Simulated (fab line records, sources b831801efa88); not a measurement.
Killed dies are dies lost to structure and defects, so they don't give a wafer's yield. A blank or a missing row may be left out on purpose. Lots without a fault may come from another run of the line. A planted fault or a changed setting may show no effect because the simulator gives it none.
Which tool did it? | flow gf180mcu | 24 lots, 72 wafers sampled, at 6 steps of a route of 602

WHAT THE GAUGES READ, wafer by wafer
The record holds no reading of a measuring or inspecting step that can be judged against a usual standard deviation.

WHICH TOOL RAN EACH LOT (tool, then ch and the chambers of the sampled wafers, then the start)
lot  | GF_V1_ETCH_16                      | GF_V1_ETCH_17                                 | GF_V1_STRIP_18                       | GF_V2_STRIP_18                       | GF_V2_SPUTTER_21             | GF_M4_SPUTTER_03
L074 | rie_diel-02 ch 1,2,3, day 18 13:55 | rie_diel-02 ch 1,2,3, day 18 14:03 or earlier | plasma_asher-04 ch 0,1, day 18 14:03 | plasma_asher-02 ch 0,1, day 20 17:59 | pvd_sputter-02, day 20 18:32 | pvd_sputter-04, day 22 21:18
L075 | rie_diel-02 ch 0,1,3, day 18 20:52 | rie_diel-02 ch 0,1,3, day 18 21:00 or earlier | plasma_asher-04 ch 0, day 18 21:00   | plasma_asher-01 ch 0,1, day 20 23:49 | pvd_sputter-01, day 21 00:22 | pvd_sputter-02, day 23 04:11
L076 | rie_diel-03 ch 0,2,3, day 19 02:14 | rie_diel-03 ch 0,2,3, day 19 02:22 or earlier | plasma_asher-04 ch 0,1, day 19 02:22 | plasma_asher-02 ch 0,1, day 21 06:26 | pvd_sputter-01, day 21 06:58 | pvd_sputter-02, day 23 10:40
L077 | rie_diel-02 ch 0,1,3, day 19 22:21 | rie_diel-02 ch 0,1,3, day 19 22:29 or earlier | plasma_asher-01 ch 0,1, day 19 22:29 | plasma_asher-03 ch 0,1, day 22 00:49 | pvd_sputter-01, day 22 01:21 | pvd_sputter-03, day 24 04:34
L078 | rie_diel-03 ch 1,2, day 20 09:14   | rie_diel-03 ch 1,2, day 20 09:22 or earlier   | plasma_asher-04 ch 0,1, day 20 09:22 | plasma_asher-02 ch 0,1, day 22 12:28 | pvd_sputter-01, day 22 13:02 | pvd_sputter-02, day 25 03:11
L079 | rie_diel-04 ch 1,2,3, day 20 21:07 | rie_diel-04 ch 1,2,3, day 20 21:14 or earlier | plasma_asher-04 ch 0,1, day 20 21:14 | plasma_asher-02 ch 0,1, day 22 23:52 | pvd_sputter-02, day 23 00:26 | pvd_sputter-03, day 25 05:17
L080 | rie_diel-02 ch 0,3, day 21 05:57   | rie_diel-02 ch 0,3, day 21 06:07 or earlier   | plasma_asher-04 ch 0,1, day 21 06:07 | plasma_asher-03 ch 0,1, day 23 07:55 | pvd_sputter-01, day 23 08:25 | pvd_sputter-03, day 25 08:22
L081 | rie_diel-04 ch 0,1,3, day 21 18:35 | rie_diel-04 ch 0,1,3, day 21 18:43 or earlier | plasma_asher-04 ch 0,1, day 21 18:43 | plasma_asher-02 ch 0,1, day 23 19:37 | pvd_sputter-02, day 23 20:09 | pvd_sputter-02, day 25 19:49
L082 | rie_diel-03 ch 1,2,3, day 21 18:49 | rie_diel-03 ch 1,2,3, day 21 18:56 or earlier | plasma_asher-03 ch 0,1, day 21 18:56 | plasma_asher-03 ch 0,1, day 23 19:47 | pvd_sputter-03, day 23 20:19 | pvd_sputter-02, day 25 23:10
L083 | rie_diel-04 ch 0,2,3, day 22 00:33 | rie_diel-04 ch 0,2,3, day 22 00:43 or earlier | plasma_asher-04 ch 0,1, day 22 00:43 | plasma_asher-02 ch 0,1, day 24 01:43 | pvd_sputter-01, day 24 02:13 | pvd_sputter-03, day 26 01:02
L084 | rie_diel-02 ch 0,2,3, day 22 17:14 | rie_diel-02 ch 0,2,3, day 22 17:22 or earlier | plasma_asher-03 ch 0,1, day 22 17:22 | plasma_asher-01 ch 0,1, day 25 01:55 | pvd_sputter-02, day 25 02:27 | pvd_sputter-03, day 27 01:28
L085 | rie_diel-02 ch 0,1,3, day 22 21:53 | rie_diel-02 ch 0,1,3, day 22 22:01 or earlier | plasma_asher-04 ch 0,1, day 22 22:01 | plasma_asher-01 ch 0,1, day 25 02:16 | pvd_sputter-02, day 25 02:48 | pvd_sputter-04, day 27 01:50
L086 | rie_diel-04 ch 1,3, day 23 06:48   | rie_diel-04 ch 1,3, day 23 06:56 or earlier   | plasma_asher-03 ch 0,1, day 23 06:56 | plasma_asher-01 ch 0,1, day 25 06:23 | pvd_sputter-03, day 25 06:55 | pvd_sputter-03, day 27 08:00
L087 | rie_diel-02 ch 0,3, day 23 13:50   | rie_diel-02 ch 0,3, day 23 13:58 or earlier   | plasma_asher-01 ch 0,1, day 23 13:58 | plasma_asher-01 ch 1, day 25 11:32   | pvd_sputter-01, day 25 12:04 | pvd_sputter-04, day 27 10:19
L088 | rie_diel-02 ch 0,1,2, day 23 23:17 | rie_diel-02 ch 0,1,2, day 23 23:25 or earlier | plasma_asher-01 ch 0,1, day 23 23:25 | plasma_asher-02 ch 0, day 25 23:20   | pvd_sputter-01, day 25 23:53 | pvd_sputter-04, day 27 21:00
L089 | rie_diel-03 ch 2,3, day 24 05:32   | rie_diel-03 ch 2,3, day 24 05:40 or earlier   | plasma_asher-01 ch 0,1, day 24 05:40 | plasma_asher-01 ch 0, day 26 04:59   | pvd_sputter-03, day 26 05:33 | pvd_sputter-04, day 28 03:33
L090 | rie_diel-03 ch 0,3, day 25 00:42   | rie_diel-03 ch 0,3, day 25 00:52 or earlier   | plasma_asher-03 ch 0,1, day 25 00:52 | plasma_asher-01 ch 0,1, day 26 22:39 | pvd_sputter-01, day 26 23:09 | pvd_sputter-04, day 28 19:26
L091 | rie_diel-02 ch 0,3, day 25 01:40   | rie_diel-02 ch 0,3, day 25 01:47 or earlier   | plasma_asher-03 ch 0,1, day 25 01:47 | plasma_asher-02 ch 0,1, day 26 23:19 | pvd_sputter-03, day 26 23:56 | pvd_sputter-03, day 28 21:23
L092 | rie_diel-03 ch 0,1,2, day 25 05:11 | rie_diel-03 ch 0,1,2, day 25 05:19 or earlier | plasma_asher-04 ch 0,1, day 25 05:19 | plasma_asher-01 ch 0,1, day 27 01:58 | pvd_sputter-03, day 27 02:30 | pvd_sputter-04, day 28 23:53
L093 | rie_diel-04 ch 0,1, day 25 10:32   | rie_diel-04 ch 0,1, day 25 10:40 or earlier   | plasma_asher-01 ch 0, day 25 10:40   | plasma_asher-03 ch 0,1, day 27 07:26 | pvd_sputter-02, day 27 07:58 | pvd_sputter-04, day 29 04:30
L094 | rie_diel-03 ch 0,1,2, day 25 22:22 | rie_diel-03 ch 0,1,2, day 25 22:32 or earlier | plasma_asher-01 ch 0,1, day 25 22:32 | plasma_asher-02 ch 0,1, day 27 18:55 | pvd_sputter-01, day 27 19:45 | pvd_sputter-03, day 29 14:59
L095 | rie_diel-03 ch 0,2, day 26 03:47   | rie_diel-03 ch 0,2, day 26 03:55 or earlier   | plasma_asher-03 ch 0,1, day 26 03:55 | plasma_asher-02 ch 0,1, day 28 00:19 | pvd_sputter-01, day 28 01:11 | pvd_sputter-04, day 29 20:10
L096 | rie_diel-03 ch 0,1,3, day 26 23:04 | rie_diel-03 ch 0,1,3, day 26 23:11 or earlier | plasma_asher-01 ch 0,1, day 26 23:11 | plasma_asher-01 ch 0,1, day 28 19:26 | pvd_sputter-01, day 28 19:58 | pvd_sputter-03, day 30 13:39
L097 | rie_diel-02 ch 1,2,3, day 27 00:40 | rie_diel-02 ch 1,2,3, day 27 00:47 or earlier | plasma_asher-04 ch 0,1, day 27 00:47 | plasma_asher-01 ch 0,1, day 28 20:44 | pvd_sputter-01, day 28 21:17 | pvd_sputter-03, day 30 15:45
- GF_V1_ETCH_16: etches BARC in N2/H2.
- GF_V1_ETCH_17: etches SiO2 in C4F8/O2/Ar, stops on TiN, target depth 630 nm.
- GF_V1_STRIP_18: strips in O2/N2.
- GF_V2_STRIP_18: strips in O2/N2.
- GF_V2_SPUTTER_21: material Ti, target thk 15 nm, time 80.02 s.
- GF_M4_SPUTTER_03: material Ti, target thk 10 nm, time 6.7 s.

WHAT THE TOOLS THEMSELVES READ (means of the sampled wafers that have a number; where no wafer has one, the mark that the record gives instead)
GF_V1_ETCH_16.
lot  | tool        | drypump_motor_current_A (A) | oes_product_au (a.u.) | throttle_valve_pct (%)
L074 | rie_diel-02 | 5.2                         | 0.857                 | 13.224
L075 | rie_diel-02 | 5.5                         | 0.854                 | 13.228
L076 | rie_diel-03 | 5.9                         | 0.852                 | 13.222
L077 | rie_diel-02 | 5.5                         | 0.851                 | 13.220
L078 | rie_diel-03 | 6.0                         | 0.856                 | 13.231
L079 | rie_diel-04 | 6.1                         | 0.853                 | 13.236
L080 | rie_diel-02 | 5.9                         | 0.849                 | 13.221
L081 | rie_diel-04 | 5.6                         | 0.860                 | 13.237
L082 | rie_diel-03 | 6.1                         | 0.854                 | 13.225
L083 | rie_diel-04 | 5.5                         | 0.852                 | 13.222
L084 | rie_diel-02 | 5.7                         | 0.853                 | 13.222
L085 | rie_diel-02 | 5.5                         | 0.858                 | 13.219
L086 | rie_diel-04 | 6.1                         | 0.849                 | 13.210
L087 | rie_diel-02 | 5.9                         | 0.855                 | 13.221
L088 | rie_diel-02 | 5.5                         | 0.858                 | 13.223
L089 | rie_diel-03 | 6.4                         | 0.860                 | 13.226
L090 | rie_diel-03 | 5.7                         | 0.852                 | 13.221
L091 | rie_diel-02 | 5.9                         | 0.852                 | 13.229
L092 | rie_diel-03 | 5.8                         | 0.854                 | 13.223
L093 | rie_diel-04 | 5.9                         | 0.850                 | 13.227
L094 | rie_diel-03 | 5.8                         | 0.855                 | 13.224
L095 | rie_diel-03 | 5.7                         | 0.856                 | 13.223
L096 | rie_diel-03 | 5.6                         | 0.854                 | 13.235
L097 | rie_diel-02 | 5.2                         | 0.858                 | 13.223

GF_V1_ETCH_17.
lot  | tool        | oes_product_au (a.u.)
L074 | rie_diel-02 | 0.853
L075 | rie_diel-02 | 0.853
L076 | rie_diel-03 | 0.858
L077 | rie_diel-02 | 0.856
L078 | rie_diel-03 | 0.855
L079 | rie_diel-04 | 0.855
L080 | rie_diel-02 | 0.853
L081 | rie_diel-04 | 0.855
L082 | rie_diel-03 | 0.855
L083 | rie_diel-04 | 0.852
L084 | rie_diel-02 | 0.859
L085 | rie_diel-02 | 0.858
L086 | rie_diel-04 | 0.854
L087 | rie_diel-02 | 0.857
L088 | rie_diel-02 | 0.860
L089 | rie_diel-03 | 0.857
L090 | rie_diel-03 | 0.855
L091 | rie_diel-02 | 0.855
L092 | rie_diel-03 | 0.852
L093 | rie_diel-04 | 0.858
L094 | rie_diel-03 | 0.858
L095 | rie_diel-03 | 0.857
L096 | rie_diel-03 | 0.856
L097 | rie_diel-02 | 0.859

GF_V1_STRIP_18.
lot  | tool            | drypump_motor_current_A (A) | heater_power_w (W) | oes_product_au (a.u.)
L074 | plasma_asher-04 | 5.6                         | 331                | 0.594
L075 | plasma_asher-04 | 4.9                         | 390                | 0.595
L076 | plasma_asher-04 | 5.6                         | 328                | 0.597
L077 | plasma_asher-01 | 5.5                         | 336                | 0.589
L078 | plasma_asher-04 | 5.2                         | 356                | 0.595
L079 | plasma_asher-04 | 5.3                         | 359                | 0.593
L080 | plasma_asher-04 | 5.2                         | 356                | 0.593
L081 | plasma_asher-04 | 5.2                         | 357                | 0.598
L082 | plasma_asher-03 | 6.3                         | 291                | 0.599
L083 | plasma_asher-04 | 5.6                         | 326                | 0.600
L084 | plasma_asher-03 | 6.0                         | 303                | 0.592
L085 | plasma_asher-04 | 5.2                         | 352                | 0.596
L086 | plasma_asher-03 | 6.0                         | 304                | 0.595
L087 | plasma_asher-01 | 5.4                         | 325                | 0.594
L088 | plasma_asher-01 | 5.5                         | 334                | 0.590
L089 | plasma_asher-01 | 5.5                         | 336                | 0.592
L090 | plasma_asher-03 | 6.0                         | 301                | 0.589
L091 | plasma_asher-03 | 6.3                         | 290                | 0.591
L092 | plasma_asher-04 | 5.6                         | 331                | 0.590
L093 | plasma_asher-01 | 5.2                         | 320                | 0.595
L094 | plasma_asher-01 | 5.4                         | 326                | 0.597
L095 | plasma_asher-03 | 6.1                         | 304                | 0.591
L096 | plasma_asher-01 | 5.4                         | 329                | 0.596
L097 | plasma_asher-04 | 5.2                         | 357                | 0.590

GF_V2_STRIP_18.
lot  | tool            | drypump_motor_current_A (A) | heater_power_w (W) | oes_product_au (a.u.)
L074 | plasma_asher-02 | 5.9                         | 384                | 0.589
L075 | plasma_asher-01 | 5.4                         | 322                | 0.594
L076 | plasma_asher-02 | 5.9                         | 384                | 0.596
L077 | plasma_asher-03 | 6.0                         | 306                | 0.591
L078 | plasma_asher-02 | 5.9                         | 380                | 0.602
L079 | plasma_asher-02 | 6.0                         | 340                | 0.597
L080 | plasma_asher-03 | 6.0                         | 302                | 0.594
L081 | plasma_asher-02 | 5.9                         | 386                | 0.593
L082 | plasma_asher-03 | 6.0                         | 304                | 0.594
L083 | plasma_asher-02 | 6.1                         | 344                | 0.592
L084 | plasma_asher-01 | 5.5                         | 328                | 0.585
L085 | plasma_asher-01 | 5.5                         | 328                | 0.595
L086 | plasma_asher-01 | 5.4                         | 325                | 0.593
L087 | plasma_asher-01 | 5.7                         | 338                | 0.589
L088 | plasma_asher-02 | 5.8                         | 428                | 0.593
L089 | plasma_asher-01 | 5.2                         | 322                | 0.591
L090 | plasma_asher-01 | 5.4                         | 319                | 0.591
L091 | plasma_asher-02 | 5.9                         | 385                | 0.590
L092 | plasma_asher-01 | 5.4                         | 321                | 0.596
L093 | plasma_asher-03 | 6.1                         | 307                | 0.594
L094 | plasma_asher-02 | 5.9                         | 381                | 0.589
L095 | plasma_asher-02 | 5.9                         | 382                | 0.591
L096 | plasma_asher-01 | 5.5                         | 333                | 0.592
L097 | plasma_asher-01 | 5.4                         | 326                | 0.592

GF_V2_SPUTTER_21.
lot  | tool           | throttle_valve_pct (%)
L074 | pvd_sputter-02 | 29.6
L075 | pvd_sputter-01 | 30.3
L076 | pvd_sputter-01 | 29.1
L077 | pvd_sputter-01 | 28.5
L078 | pvd_sputter-01 | 29.3
L079 | pvd_sputter-02 | 30.1
L080 | pvd_sputter-01 | 29.9
L081 | pvd_sputter-02 | 29.3
L082 | pvd_sputter-03 | 30.7
L083 | pvd_sputter-01 | 29.3
L084 | pvd_sputter-02 | 30.1
L085 | pvd_sputter-02 | 29.3
L086 | pvd_sputter-03 | 30.6
L087 | pvd_sputter-01 | 30.9
L088 | pvd_sputter-01 | 29.0
L089 | pvd_sputter-03 | 30.9
L090 | pvd_sputter-01 | 29.8
L091 | pvd_sputter-03 | 30.9
L092 | pvd_sputter-03 | 30.7
L093 | pvd_sputter-02 | 30.2
L094 | pvd_sputter-01 | 30.9
L095 | pvd_sputter-01 | 29.7
L096 | pvd_sputter-01 | 28.4
L097 | pvd_sputter-01 | 29.2

GF_M4_SPUTTER_03.
lot  | tool           | throttle_valve_pct (%)
L074 | pvd_sputter-04 | 30.5
L075 | pvd_sputter-02 | 29.2
L076 | pvd_sputter-02 | 29.5
L077 | pvd_sputter-03 | 30.7
L078 | pvd_sputter-02 | 29.8
L079 | pvd_sputter-03 | 30.6
L080 | pvd_sputter-03 | 31.0
L081 | pvd_sputter-02 | 29.8
L082 | pvd_sputter-02 | 30.1
L083 | pvd_sputter-03 | 30.5
L084 | pvd_sputter-03 | 30.9
L085 | pvd_sputter-04 | 30.7
L086 | pvd_sputter-03 | 30.5
L087 | pvd_sputter-04 | 30.1
L088 | pvd_sputter-04 | 30.4
L089 | pvd_sputter-04 | 29.8
L090 | pvd_sputter-04 | 30.6
L091 | pvd_sputter-03 | 30.9
L092 | pvd_sputter-04 | 29.3
L093 | pvd_sputter-04 | 30.1
L094 | pvd_sputter-03 | 30.9
L095 | pvd_sputter-04 | 29.4
L096 | pvd_sputter-03 | 30.9
L097 | pvd_sputter-03 | 30.9

THE ANSWER, worked out from the rows above alone
Rule: what is usual is taken from the lots themselves. Put in order of their means at a reading, lots are off if they are a third of the lots or fewer, leave a main group of 4 or more, and stand apart from it by a gap of 3 or more times the standard deviation of the main group's means; of several such gaps the widest counts. A main group whose means are all the same, to the digits that the tables above print for the reading, isn't used. A lot without any number at a reading at which 4 lots or more have one is off too. The other lots that the step has rows for count as sound. The gauges are gone through in route order, then the tools' own readings, and for those a lot's mean is taken as printed above. The first step at which some lot is off is used, and at that step the reading that is off furthest; a lot without a number counts as furthest.
No lot is off at any reading shown: from this, nothing can be told.

WHAT THE SIMULATOR HAD PUT IN
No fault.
